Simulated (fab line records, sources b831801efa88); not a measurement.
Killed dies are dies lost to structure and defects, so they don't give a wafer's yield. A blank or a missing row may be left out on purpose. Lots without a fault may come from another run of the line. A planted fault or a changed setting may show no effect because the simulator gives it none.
fab line records | flow sky130
record lots=6 wafers=18 last_day=50
route steps=708 shown LI_CONTACT@368 LOCAL_INTERCONNECT@387 CONTACT@406 PAD_OPEN@708
lots that met no fault: from a run of the same line without faults
start_h: hours from the record's first day to the start of the lot's first wafer shown | wait_h: hours since the lot's step before | " the same as in the row above | L1.1+2: a row that stands for several wafers | - no value, or no start given | * or withheld: withheld | < > ~ a bound
route shown NAME@n: a module of which the file shows steps, and the number in the route of the first | usual: mean/standard deviation of fault-free wafers | same: alike in all rows | chamber/n: place in a boat | sites: the reading at each site | _std_site: their standard deviation | _edge_site: outer sites' mean less inner sites' | radius_mm: how far each site lies from the wafer's centre | mask NAME#n: copy n | behind: the tool/chamber that last shaped the wafer | hold: why the lot was held/for how many hours/how that ended | device: the transistor (n, p or np) that didn't switch | end of line: the same wafers' tests at the end of the route | a step without rows: its recipe alone | killed: dies lost to structure and defects at the first sort, not the wafer's yield | map: a wafer's dies, x killed, . not, _ none there
set.NAME: the setting as run; set.NAME@STEP: as run at that earlier step | model.NAME: the simulator's own value behind a step, which no gauge read
lots at some steps of the route; a table a step, a row a wafer
services: from which hour (start_h, from the record's first day; less than 0 if before it) a tool's chamber was out of use, for how many hours, and why
## steps
# step SKY_LI_CONTACT_COAT_06
# recipe resist=BARC temp_c=withheld time_s=withheld spin_rpm=3000 resist_thk_nm=60
# step SKY_LI_CONTACT_COAT_07
# recipe resist=KrF-thick spin_rpm=3000 resist_thk_nm=450
# step SKY_LI_CONTACT_SOFTBAKE_08
# recipe temp_c=100 time_s=90 resist=KrF-thick
# step SKY_LI_CONTACT_EXPOSE_09
# recipe mask_id=LICM1 na=0.8 source_shape=annular sigma_inner=0.55 sigma_outer=0.85 target_cd_nm=170 dose_mj=38
# step SKY_LI_CONTACT_PEB_10
# recipe peb_temp_c=withheld peb_time_s=withheld resist=KrF-thick
# step SKY_LI_CONTACT_DEVELOP_11
# recipe develop_time_s=60 resist=KrF-thick dev_temp_c=21
# step SKY_LI_CONTACT_CD_MEAS_12
# recipe target_cd_nm=170
# usual cd_nm=169.8/1.4
# columns lot.wafer tool chamber start_h wait_h cd_nm
L478.1 cd_sem-02 - 714.06 - 167.5
L478.2 " - " " 168.5
L478.3 " - " " 166.9
L483.2 cd_sem-01 - 754.33 - 169.5
L483.3 " - " " 169.6
L483.4 " - " " 168.9
L484.1 cd_sem-01 - 772.56 - 170.5
L484.5 " - " " 169.4
L484.6 " - " " 169.7
L488.1 cd_sem-01 - 784.36 - 170.2
L488.3 " - " " 169.3
L488.6 " - " " 169.8
L487.1 cd_sem-02 - 790.46 - 170.7
L487.5 " - " " 170.4
L487.6 " - " " 170.0
L496.2 cd_sem-02 - 861.32 - 171.5
L496.4 " - " " 170.3
L496.6 " - " " 170.8
# step SKY_LI_CONTACT_OVL_MEAS_13
# usual LI_CONTACT_OVL=-1/4.8
# columns lot.wafer tool chamber start_h wait_h LI_CONTACT_OVL[nm]
L478.1 overlay-02 - 714.18 0.1 7
L478.2 " - " " -2
L478.3 " - " " 6
L483.2 overlay-01 - 754.44 0.1 3
L483.3 " - " " 2
L483.4 " - " " 6
L484.1 overlay-02 - 772.68 0.1 -3
L484.5 " - " " 11
L484.6 " - " " 1
L488.1 overlay-02 - 784.48 0.1 -3
L488.3 " - " " 2
L488.6 " - " " -1
L487.1 overlay-02 - 790.58 0.1 -2
L487.5 " - " " 2
L487.6 " - " " -2
L496.2 overlay-01 - 861.43 0.1 -4
L496.4 " - " " -4
L496.6 " - " " -3
# step SKY_LI_CONTACT_ETCH_14
# recipe chemistry=N2/H2 target=BARC ion_energy_ev=200 source_w=500 bias_w=100 pressure_mtorr=30 n2_flow_sccm=100 h2_flow_sccm=200 stop_on=SiO2 time_s=45.9 target_depth_a=600
# step SKY_LI_CONTACT_ETCH_15
# recipe target=PSG chemistry=C4F8/O2/Ar stop_on=Si taper_deg=4.15 mask_material=KrF-thick source_w=1500 bias_w=1200 pressure_mtorr=40 c4f8_flow_sccm=withheld O2_flow_sccm=6 Ar_flow_sccm=300 time_s=withheld target_depth_a=6000
# usual oes_product_au=0.836/0.0043
# columns lot.wafer tool chamber start_h wait_h oes_product_au
L478.1 rie_diel-02 1 714.26 0.0 0.831
L478.2 " 2 " " 0.839
L478.3 " 3 " " 0.843
L483.2 rie_diel-02 2 754.51 0.0 0.842
L483.3 " 1 " " 0.839
L483.4 " 3 " " 0.840
L484.1 rie_diel-04 0 772.75 0.0 0.835
L484.5 " 2 " " 0.843
L484.6 " 1 " " 0.841
L488.1 rie_diel-04 0 784.56 0.0 0.831
L488.3 " 3 " " 0.835
L488.6 " 0 " " 0.838
L487.1 rie_diel-04 2 790.65 0.0 0.837
L487.5 " 0 " " 0.841
L487.6 " 3 " " 0.839
L496.2 rie_diel-03 2 861.50 0.0 0.838
L496.4 " 1 " " 0.837
L496.6 " 2 " " 0.836
# step SKY_LI_CONTACT_STRIP_16
# recipe chemistry=O2/N2 power_w=1400 pressure_mtorr=1500 platen_temp_c=withheld o2_flow_sccm=3000 n2_flow_sccm=300 overash_fraction=0.5
# usual drypump_motor_current_A=5.9/0.48 oes_product_au=0.377/0.0048 strip_time_to_endpoint_s=3.51/0.034
# columns lot.wafer tool chamber start_h wait_h drypump_motor_current_A oes_product_au rf_hours_counter_h strip_time_to_endpoint_s
L478.1 plasma_asher-01 1 714.35 - 6.3 0.381 25 3.50
L478.2 " 0 " " 5.3 0.375 25 3.48
L478.3 " 1 " " 6.2 0.383 - 3.51
L483.2 plasma_asher-01 0 754.60 - 5.3 0.376 29 3.46
L483.3 " 0 " " 5.3 0.373 - 3.47
L483.4 " 1 " " 6.3 0.376 - 3.47
L484.1 plasma_asher-01 0 772.84 - 5.3 0.384 31 3.51
L484.5 " 0 " " 5.3 0.374 - 3.48
L484.6 " 1 " " 6.3 0.380 - 3.60
L488.1 plasma_asher-01 0 784.65 - 5.3 0.378 32 3.55
L488.3 " 1 " " 6.2 0.376 - 3.49
L488.6 " 1 " " 6.3 0.383 - 3.54
L487.1 plasma_asher-03 1 790.74 - 5.7 0.380 95 3.51
L487.5 " 0 " " 6.3 0.386 - 3.53
L487.6 " 1 " " 5.7 0.373 - 3.51
L496.2 plasma_asher-04 1 861.59 - 6.6 0.366 72 3.52
L496.4 " 1 " " 6.7 0.369 - 3.53
L496.6 " 0 " " 5.3 0.383 - 3.55
# step SKY_LI_CONTACT_CLEAN_17
# recipe chemistry=NMP time_s=600 temp_c=60 dry=n2_spin
# step SKY_LI_CONTACT_PRE_CLEAN_18
# recipe gas=Ar time_s=5.6 bias_v=358
# columns lot.wafer tool chamber start_h wait_h
L478.1+2+3 pvd_sputter-02 - 714.62 0.0
L483.2+3+4 pvd_sputter-02 - 755.04 0.0
L484.1+5+6 pvd_sputter-02 - 773.11 0.0
L488.1+3+6 pvd_sputter-01 - 784.96 0.0
L487.1+5+6 pvd_sputter-03 - 791.01 0.0
L496.2+4+6 pvd_sputter-02 - 861.88 0.0
# step SKY_LI_CONTACT_SPUTTER_19
# recipe material=Ti target_thk_nm=20 chamber_pressure_pa=5 power_w=2500 substrate_temp_c=200 time_s=106.37
# step SKY_LI_CONTACT_SPUTTER_20
# recipe material=TiN target_thk_nm=20 chamber_pressure_pa=5 power_w=4000 time_s=80
# step SKY_LI_CONTACT_CVD_21
# recipe material=W target_thk_nm=400 time_s=120.56 temp_c=400 pressure_torr=40
# usual heater_power_w=912/58
# columns lot.wafer tool chamber start_h wait_h heater_power_w
L478.1 cvd_w-02 1 714.78 0.0 815
L478.2 " 0 " " 914
L478.3 " 0 " " 880
L483.2 cvd_w-01 1 755.20 0.0 949
L483.3 " 1 " " 973
L483.4 " 0 " " 962
L484.1 cvd_w-01 1 773.29 0.0 973
L484.5 " 1 " " 996
L484.6 " 0 " " 934
L488.1 cvd_w-01 0 785.11 0.0 924
L488.3 " 1 " " 965
L488.6 " 0 " " 933
L487.1 cvd_w-01 0 791.17 0.0 945
L487.5 " 1 " " 971
L487.6 " 0 " " 939
L496.2 cvd_w-02 1 862.04 0.0 808
L496.4 " 1 " " 834
L496.6 " 1 " " 809
# step SKY_LI_CONTACT_RS_MEAS_22
# recipe thk_meas_gauge=four-point-probe reads=W_of_LI_CONTACT_CVD_21+TiN_of_LI_CONTACT_SPUTTER_20+Ti_of_LI_CONTACT_SPUTTER_19
# usual LI_CONTACT_W_RS=0.282/0.0036
# columns lot.wafer tool chamber start_h wait_h LI_CONTACT_W_RS[ohm/sq]
L478.1 film_metro-03 - 714.90 0.1 0.284
L478.2 " - " " 0.281
L478.3 " - " " 0.279
L483.2 film_metro-04 - 755.34 0.1 0.275
L483.3 " - " " 0.276
L483.4 " - " " 0.282
L484.1 film_metro-03 - 773.42 0.1 0.282
L484.5 " - " " 0.284
L484.6 " - " " 0.287
L488.1 film_metro-03 - 785.24 0.1 0.286
L488.3 " - " " 0.280
L488.6 " - " " 0.281
L487.1 film_metro-02 - 791.30 0.1 0.288
L487.5 " - " " 0.283
L487.6 " - " " 0.288
L496.2 film_metro-03 - 862.18 0.1 0.284
L496.4 " - " " 0.288
L496.6 " - " " 0.287
# step SKY_LI_CONTACT_THK_MEAS_23
# recipe thk_meas_gauge=xrf reads=W_of_LI_CONTACT_CVD_21
# usual LI_CONTACT_W_THK=414/7.1
# columns lot.wafer tool chamber start_h wait_h LI_CONTACT_W_THK[nm]
L478.1 film_metro-03 - 715.02 0.1 416
L478.2 " - " " 415
L478.3 " - " " 419
L483.2 film_metro-04 - 755.45 0.1 429
L483.3 " - " " 429
L483.4 " - " " 419
L484.1 film_metro-03 - 773.54 0.1 409
L484.5 " - " " 408
L484.6 " - " " 405
L488.1 film_metro-03 - 785.36 0.1 405
L488.3 " - " " 414
L488.6 " - " " 412
L487.1 film_metro-02 - 791.42 0.1 397
L487.5 " - " " 407
L487.6 " - " " 396
L496.2 film_metro-03 - 862.29 0.1 413
L496.4 " - " " 409
L496.6 " - " " 409
# step SKY_LI_CONTACT_CMP_24
# recipe stop_on=PSG t_overpolish_s=20 down_force_psi=3.5 platen_rpm=60 target_thk_nm=0 pad_velocity_m_s=0.94248
# step SKY_LOCAL_INTERCONNECT_SPUTTER_00
# recipe material=TiN target_thk_nm=100 temp_c=300 power_w=6500 time_s=83.3 chamber_pressure_pa=0.4
# usual throttle_valve_pct=30.5/1.2
# columns lot.wafer tool chamber start_h wait_h throttle_valve_pct
L478.1 pvd_sputter-04 - 715.38 0.1 31.5
L478.2 " - " " 30.1
L478.3 " - " " 31.7
L483.2 pvd_sputter-04 - 755.80 0.2 30.2
L483.3 " - " " 31.4
L483.4 " - " " 31.4
L484.1 pvd_sputter-01 - 773.90 0.1 30.1
L484.5 " - " " 30.1
L484.6 " - " " 29.4
L488.1 pvd_sputter-03 - 785.89 0.2 29.5
L488.3 " - " " 28.8
L488.6 " - " " 30.1
L487.1 pvd_sputter-01 - 791.78 0.2 29.7
L487.5 " - " " 29.9
L487.6 " - " " 29.5
L496.2 pvd_sputter-03 - 862.64 0.1 28.7
L496.4 " - " " 29.2
L496.6 " - " " 29.1
# step SKY_LOCAL_INTERCONNECT_RS_MEAS_01
# recipe thk_meas_gauge=four-point-probe reads=TiN_of_LOCAL_INTERCONNECT_SPUTTER_00
# usual LOCAL_INTERCONNECT_TIN_RS=14.07/0.19
# columns lot.wafer tool chamber start_h wait_h LOCAL_INTERCONNECT_TIN_RS[ohm/sq]
L478.1 film_metro-01 - 715.45 0.0 14.18
L478.2 " - " " 13.94
L478.3 " - " " 14.17
L483.2 film_metro-02 - 755.89 0.1 13.98
L483.3 " - " " 14.26
L483.4 " - " " 14.03
L484.1 film_metro-01 - 773.96 0.0 14.23
L484.5 " - " " 14.22
L484.6 " - " " 14.25
L488.1 film_metro-02 - 785.95 0.0 14.05
L488.3 " - " " 13.96
L488.6 " - " " 14.07
L487.1 film_metro-01 - 791.84 0.0 14.30
L487.5 " - " " 14.23
L487.6 " - " " 14.38
L496.2 film_metro-01 - 862.72 0.1 14.15
L496.4 " - " " 13.98
L496.6 " - " " 14.26
# step SKY_LOCAL_INTERCONNECT_THK_MEAS_02
# recipe thk_meas_gauge=xrf reads=TiN_of_LOCAL_INTERCONNECT_SPUTTER_00
# usual LOCAL_INTERCONNECT_TIN_THK=101.7/1.4
# columns lot.wafer tool chamber start_h wait_h LOCAL_INTERCONNECT_TIN_THK[nm]
L478.1 film_metro-01 - 715.57 0.1 101.3
L478.2 " - " " 102.6
L478.3 " - " " 100.6
L483.2 film_metro-02 - 756.00 0.1 102.5
L483.3 " - " " 100.7
L483.4 " - " " 102.3
L484.1 film_metro-01 - 774.08 0.1 100.7
L484.5 " - " " 101.0
L484.6 " - " " 100.4
L488.1 film_metro-02 - 786.07 0.1 102.2
L488.3 " - " " 103.4
L488.6 " - " " 102.2
L487.1 film_metro-01 - 791.96 0.1 100.1
L487.5 " - " " 100.3
L487.6 " - " " 98.8
L496.2 film_metro-01 - 862.83 0.1 100.2
L496.4 " - " " 102.1
L496.6 " - " " 100.1
# step SKY_LOCAL_INTERCONNECT_DEHYDRATE_03
# recipe temp_c=200 time_s=60
# step SKY_LOCAL_INTERCONNECT_HMDS_04
# recipe prime_time_s=60 prime_temp_c=120
# step SKY_LOCAL_INTERCONNECT_COAT_05
# recipe resist=BARC temp_c=withheld time_s=withheld spin_rpm=3000 resist_thk_nm=60
# step SKY_LOCAL_INTERCONNECT_COAT_06
# recipe resist=KrF-thick spin_rpm=3000 resist_thk_nm=450
# step SKY_LOCAL_INTERCONNECT_SOFTBAKE_07
# recipe temp_c=100 time_s=90 resist=KrF-thick
# step SKY_LOCAL_INTERCONNECT_EXPOSE_08
# recipe mask_id=LI1M na=0.8 source_shape=annular sigma_inner=0.55 sigma_outer=0.85 target_cd_nm=170 dose_mj=28
# step SKY_LOCAL_INTERCONNECT_PEB_09
# recipe peb_temp_c=withheld peb_time_s=withheld resist=KrF-thick
# step SKY_LOCAL_INTERCONNECT_DEVELOP_10
# recipe develop_time_s=60 resist=KrF-thick dev_temp_c=21
# step SKY_LOCAL_INTERCONNECT_CD_MEAS_11
# recipe target_cd_nm=170
# usual cd_nm=170.2/1.4
# columns lot.wafer tool chamber start_h wait_h cd_nm
L478.1 cd_sem-01 - 742.88 - 170.2
L478.2 " - " " 169.6
L478.3 " - " " 169.1
L483.2 cd_sem-02 - 784.17 - 170.8
L483.3 " - " " 168.8
L483.4 " - " " 170.1
L484.1 cd_sem-01 - 800.96 - 171.4
L484.5 " - " " 172.4
L484.6 " - " " 171.1
L488.1 cd_sem-02 - 812.95 - 171.5
L488.3 " - " " 170.9
L488.6 " - " " 171.7
L487.1 cd_sem-02 - 818.91 - 172.7
L487.5 " - " " 172.8
L487.6 " - " " 171.8
L496.2 cd_sem-01 - 887.68 - 173.1
L496.4 " - " " 173.5
L496.6 " - " " 173.2
# step SKY_LOCAL_INTERCONNECT_OVL_MEAS_12
# usual LOCAL_INTERCONNECT_OVL=-2/5.3
# columns lot.wafer tool chamber start_h wait_h LOCAL_INTERCONNECT_OVL[nm]
L478.1 overlay-01 - 743.00 0.1 10
L478.2 " - " " 3
L478.3 " - " " 8
L483.2 overlay-01 - 784.28 0.1 -9
L483.3 " - " " -5
L483.4 " - " " -7
L484.1 overlay-02 - 801.08 0.1 6
L484.5 " - " " 4
L484.6 " - " " -3
L488.1 overlay-02 - 813.07 0.1 -1
L488.3 " - " " 0
L488.6 " - " " 9
L487.1 overlay-02 - 819.03 0.1 4
L487.5 " - " " 0
L487.6 " - " " -3
L496.2 overlay-01 - 887.78 0.1 -11
L496.4 " - " " -7
L496.6 " - " " -10
# step SKY_LOCAL_INTERCONNECT_ETCH_13
# recipe chemistry=N2/H2 target=BARC ion_energy_ev=200 bias_w=100 pressure_mtorr=30 n2_flow_sccm=100 h2_flow_sccm=200 icp_w=500 stop_on=SiO2 time_s=45.9 target_depth_a=600
# step SKY_LOCAL_INTERCONNECT_METAL_ETCH_14
# recipe target_depth_nm=110 stop_on=PSG chemistry=Cl2/BCl3 target=TiN resist_sidewall_deg=88 pressure_mtorr=10 icp_w=900 bias_w=48.5 Cl2_flow_sccm=60 bcl3_flow_sccm=30 time_s=31.4
# step SKY_LOCAL_INTERCONNECT_STRIP_15
# recipe chemistry=O2/N2 power_w=1400 pressure_mtorr=1500 platen_temp_c=withheld o2_flow_sccm=3000 n2_flow_sccm=300 overash_fraction=0.5
# step SKY_LOCAL_INTERCONNECT_STRIP_16
# recipe chemistry=post_etch_residue_remover time_s=1200 temp_c=72.5
# step SKY_LOCAL_INTERCONNECT_CLEAN_17
# recipe chemistry=IPA time_s=180 temp_c=25
# step SKY_LOCAL_INTERCONNECT_CLEAN_18
# recipe chemistry=O3/DIW dry=n2_spin
# step SKY_CONTACT_CVD_00
# recipe material=Si3N4 target_thk_nm=75 temp_c=400 time_s=withheld rf_w=450
# usual heater_power_w=700/99
# columns lot.wafer tool chamber start_h wait_h heater_power_w
L478.1 pecvd-01 1 743.75 0.0 577
L478.2 " 2 " " 741
L478.3 " 0 " " 752
L483.2 pecvd-03 1 785.07 0.0 637
L483.3 " 2 " " 568
L483.4 " 0 " " 792
L484.1 pecvd-04 2 802.25 0.0 772
L484.5 " 2 " " 774
L484.6 " 0 " " 707
L488.1 pecvd-01 2 813.85 0.0 701
L488.3 " 1 " " 621
L488.6 " 0 " " 797
L487.1 pecvd-01 2 819.77 0.0 679
L487.5 " 1 " " 627
L487.6 " 2 " " 714
L496.2 pecvd-03 0 888.53 0.0 721
L496.4 " 0 " " 720
L496.6 " 2 " " 538
# step SKY_CONTACT_THK_MEAS_01
# recipe reads=Si3N4_of_CONTACT_CVD_00
# usual CONTACT_CVD_00_THK=74.8/0.98
# columns lot.wafer tool chamber start_h wait_h CONTACT_CVD_00_THK[nm]
L478.1 film_metro-04 - 743.78 - 73.8
L478.2 " - " " 74.7
L478.3 " - " " 73.7
L483.2 film_metro-03 - 785.12 - 73.4
L483.3 " - " " 75.1
L483.4 " - " " 74.2
L484.1 film_metro-01 - 802.28 - 74.6
L484.5 " - " " 75.7
L484.6 " - " " 75.7
L488.1 film_metro-04 - 813.88 - 74.0
L488.3 " - " " 73.6
L488.6 " - " " 74.7
L487.1 film_metro-03 - 819.81 - 75.0
L487.5 " - " " 74.8
L487.6 " - " " 75.8
L496.2 film_metro-01 - 888.59 - 75.0
L496.4 " - " " 76.0
L496.6 " - " " 77.1
# step SKY_CONTACT_HDPCVD_02
# recipe material=SiO2 target_thk_nm=565 sigma_open_frac=0.3 time_s=94.2 temp_c=600 sih4_flow_sccm=60 pressure_mtorr=6
# step SKY_CONTACT_THK_MEAS_03
# recipe reads=SiO2_of_CONTACT_HDPCVD_02
# usual CONTACT_HDPCVD_THK=564/5.4
# columns lot.wafer tool chamber start_h wait_h CONTACT_HDPCVD_THK[nm]
L478.1 film_metro-03 - 743.91 0.0 572
L478.2 " - " " 573
L478.3 " - " " 574
L483.2 film_metro-04 - 785.25 0.0 569
L483.3 " - " " 568
L483.4 " - " " 565
L484.1 film_metro-03 - 802.41 0.0 567
L484.5 " - " " 565
L484.6 " - " " 566
L488.1 film_metro-03 - 814.01 0.0 572
L488.3 " - " " 578
L488.6 " - " " 573
L487.1 film_metro-01 - 819.94 0.0 561
L487.5 " - " " 553
L487.6 " - " " 560
L496.2 film_metro-03 - 888.71 0.0 563
L496.4 " - " " 570
L496.6 " - " " 567
# step SKY_PAD_OPEN_PROBE_99
# usual killed_at_M0_to_M3=42/6.4 killed_at_M4_up=3.2/1.9 killed_at_contacts=24/4.8 killed_at_front_end=16/4.4 killed_at_other=0.3/0.55 killed_dies=86/8.6 killed_open=46/6.6 killed_short=39/5.7
# same gross_dies=492 killed_at_back_side=0
# columns lot.wafer tool chamber start_h wait_h killed_at_M0_to_M3 killed_at_M4_up killed_at_contacts killed_at_front_end killed_at_other killed_dies killed_open killed_short
L478.1 prober-01 - 1103.85 0.1 39 4 26 16 0 85 43 42
L478.2 prober-01 - 1103.90 0.1 55 2 18 11 0 86 44 41
L478.3 prober-01 - 1103.95 0.2 50 7 22 8 0 87 44 42
L483.2 prober-01 - 1132.49 0.1 39 3 89 11 0 142 45 39
L483.3 prober-01 - 1132.54 0.2 31 4 82 17 0 134 41 31
L483.4 prober-01 - 1132.59 0.2 31 5 85 15 1 137 28 45
L484.1 prober-02 - 1143.78 0.1 39 1 81 13 1 135 38 37
L484.5 prober-02 - 1143.98 0.2 34 5 99 14 0 152 43 33
L484.6 prober-02 - 1144.03 0.2 33 4 92 12 0 141 38 37
L487.1 prober-02 - 1156.28 0.1 45 3 23 15 0 86 47 39
L487.5 prober-02 - 1156.48 0.2 55 3 32 15 1 106 59 45
L487.6 prober-02 - 1156.53 0.2 53 4 22 22 0 101 60 41
# killed by level:class
L478.1 CONTACT:geometric_particle:open=11 VIA2:geometric_particle:open=7 VIA1:geometric_particle:open=6 LI_CONTACT:geometric_particle:open=5 LOCAL_INTERCONNECT:geometric_particle:short=5 METAL2:geometric_particle:short=5 FIELD_ISO:geometric_particle:short=4 METAL1:geometric_particle:short=4
L478.2 VIA1:geometric_particle:open=13 METAL2:geometric_particle:short=10 VIA2:geometric_particle:open=9 CONTACT:geometric_particle:short=7 VIA3:geometric_particle:open=6 METAL1:geometric_particle:short=6 FIELD_ISO:geometric_particle:short=5 LI_CONTACT:geometric_particle:open=4
L478.3 VIA2:geometric_particle:open=10 LI_CONTACT:geometric_particle:open=8 METAL1:geometric_particle:short=7 VIA1:geometric_particle:open=7 CONTACT:geometric_particle:open=6 METAL2:geometric_particle:short=5 METAL4:geometric_particle:short=5 VIA3:geometric_particle:short=5
L483.2 LI_CONTACT:unspecified=58 CONTACT:geometric_particle:open=14 LI_CONTACT:geometric_particle:open=9 METAL2:geometric_particle:short=6 VIA2:geometric_particle:open=6 VIA2:geometric_particle:short=5 VIA1:geometric_particle:open=5 VIA3:geometric_particle:open=5
L483.3 LI_CONTACT:unspecified=62 VIA3:geometric_particle:open=7 FIELD_ISO:geometric_particle:short=6 LI_CONTACT:geometric_particle:open=6 CONTACT:geometric_particle:open=6 VIA1:geometric_particle:open=6 POLY_GATE:geometric_particle:open=4 METAL2:geometric_particle:short=4
L483.4 LI_CONTACT:unspecified=64 FIELD_ISO:geometric_particle:short=6 LOCAL_INTERCONNECT:geometric_particle:short=6 CONTACT:geometric_particle:open=6 VIA1:geometric_particle:short=5 METAL2:geometric_particle:short=5 LI_CONTACT:geometric_particle:open=4 CONTACT:geometric_particle:short=4
L484.1 LI_CONTACT:unspecified=60 VIA1:geometric_particle:open=9 VIA3:geometric_particle:open=7 CONTACT:geometric_particle:open=7 LOCAL_INTERCONNECT:geometric_particle:short=5 METAL2:geometric_particle:short=5 VIA2:geometric_particle:open=5 VIA3:geometric_particle:short=5
L484.5 LI_CONTACT:unspecified=76 VIA2:geometric_particle:open=9 LI_CONTACT:geometric_particle:open=6 LOCAL_INTERCONNECT:geometric_particle:short=5 FIELD_ISO:geometric_particle:open=4 FIELD_ISO:geometric_particle:short=4 CONTACT:geometric_particle:short=4 CONTACT:geometric_particle:open=4
L484.6 LI_CONTACT:unspecified=66 CONTACT:geometric_particle:open=8 LOCAL_INTERCONNECT:geometric_particle:short=6 VIA2:geometric_particle:open=5 VIA3:geometric_particle:open=5 CONTACT:geometric_particle:short=4 VIA1:geometric_particle:short=4 VIA1:geometric_particle:open=4
L487.1 VIA1:geometric_particle:open=10 VIA2:geometric_particle:open=8 LI_CONTACT:geometric_particle:open=8 VIA3:geometric_particle:open=7 FIELD_ISO:geometric_particle:short=6 CONTACT:geometric_particle:open=6 METAL3:geometric_particle:short=6 LOCAL_INTERCONNECT:geometric_particle:short=3
L487.5 CONTACT:geometric_particle:open=17 VIA1:geometric_particle:open=12 METAL1:geometric_particle:short=9 FIELD_ISO:geometric_particle:open=6 LI_CONTACT:geometric_particle:open=6 VIA2:geometric_particle:open=6 VIA3:geometric_particle:open=6 VIA2:geometric_particle:short=5
L487.6 VIA1:geometric_particle:open=15 FIELD_ISO:geometric_particle:short=8 LI_CONTACT:geometric_particle:open=8 CONTACT:geometric_particle:open=8 VIA3:geometric_particle:open=8 FIELD_ISO:geometric_particle:open=6 POLY_GATE:geometric_particle:short=6 METAL1:geometric_particle:short=5
# map L483.2 (x killed, . not)
__________.x........_________
________..x........x.._______
______..x.......x..x..x._____
_____........x...x....x.x____
____......xx.x....x...x...___
___.........xxxxxxx..x.xx..__
__x..........xxxxxxx..x....._
_x......x..xxxxxxxxxx.x......
_x..x.x....xxxxxxxxxx.xx...x.
_x..x....x..xxxxxxxxx...x....
_.....x.....xxxxxxx..x...x...
_....x.x.....xxxxxxxx.x.x....
_......x.....x..x..xx......x.
_.x.....x....xxx.x....xx...x.
_.......x.......xx....x......
__.....x.x...xx............._
___..x.......x.......x.x.x.__
____.....x...xxx..........___
_____....x..x....x..x....____
______....x.x..........x_____
________x....xx......._______
__________........x._________
# map L484.5 (x killed, . not)
__________...xxx..x._________
________.......x.x...._______
______.xx.....x........._____
_____.x.x....x.xx..xx....____
____....x....xxxx.x.......___
___....xx..xxxxxxxxxx....x.__
__........xxx.xxxxxxxx.x...._
_xx...x....xxxxxxxxxxxx.....x
_x........xxxxxxxxxxx.x.....x
_.x.....xx.xxxxxxxxxx......x.
_.......x..xxxxxxxxx..x......
_..xx....x...xxxxxx.x....xx..
_.....x......xx.x.xx...x..x..
_......x....x...xx.........x.
_..........x......x....x....x
__.......x..x.x.........xxx._
___.x.x.......x........x..x__
____x.............x......x___
_____x..................x____
______........x........._____
________x......x.x...._______
__________.......x.._________
## services
# columns tool chamber start_h hours kind
plasma_asher-04 - 702.46 1.8 repair
pvd_sputter-03 - 707.51 0.6 repair
rie_diel-04 1 717.12 14.5 repair
rie_diel-04 3 722.26 1.4 repair
pecvd-04 - 725.04 2.8 pm
pecvd-04 - 728.68 1.9 repair
pvd_sputter-04 - 733.63 2.4 repair
pecvd-03 0 736.56 10.5 repair
cvd_w-02 1 737.52 2.4 repair
pecvd-03 - 737.63 6.0 pm
pvd_sputter-04 - 745.15 0.5 repair
pvd_sputter-02 - 748.00 1.4 repair
rie_diel-02 - 784.56 0.1 repair
cvd_w-02 - 792.23 3.9 repair
rie_diel-04 - 796.02 0.2 repair
rie_diel-04 3 811.53 132.0 repair
cvd_w-02 0 814.78 11.1 repair
pecvd-03 - 820.86 3.1 repair
cvd_w-01 - 849.63 6.9 pm
rie_diel-02 - 851.03 0.2 repair
rie_diel-03 3 859.84 3.5 repair
pvd_sputter-03 - 873.15 0.5 repair
rie_diel-02 0 876.93 2.8 repair
pecvd-03 1 882.34 19.1 repair
## key
first_sign step=SKY_PAD_OPEN_PROBE_99 reading=killed_at_contacts direction=up sigmas=13 usual=24 struck=88
effect step=SKY_PAD_OPEN_PROBE_99 reading=killed_dies direction=up sigmas=6.4 usual=86 struck=140
met_at SKY_LI_CONTACT_PRE_CLEAN_18
struck_wafers L483.2,L483.3,L483.4,L484.1,L484.5,L484.6
tester_left_out L483,L484
onset_between 714.62 755.04
fault kind=chamber_particle_source tool=pvd_sputter-02 chamber=- onset_h=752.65 steps=SKY_LI_CONTACT_PRE_CLEAN_18 rate_per_visit_cm2=1.586 end_h=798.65
# tester_left_out: of these lots the tester's yield and bins aren't shown, on N5 and GAA mostly nor the transistor test; their killed dies are dies lost to structure and defects alone, not to doping, threshold or leakage, so they don't give the yield
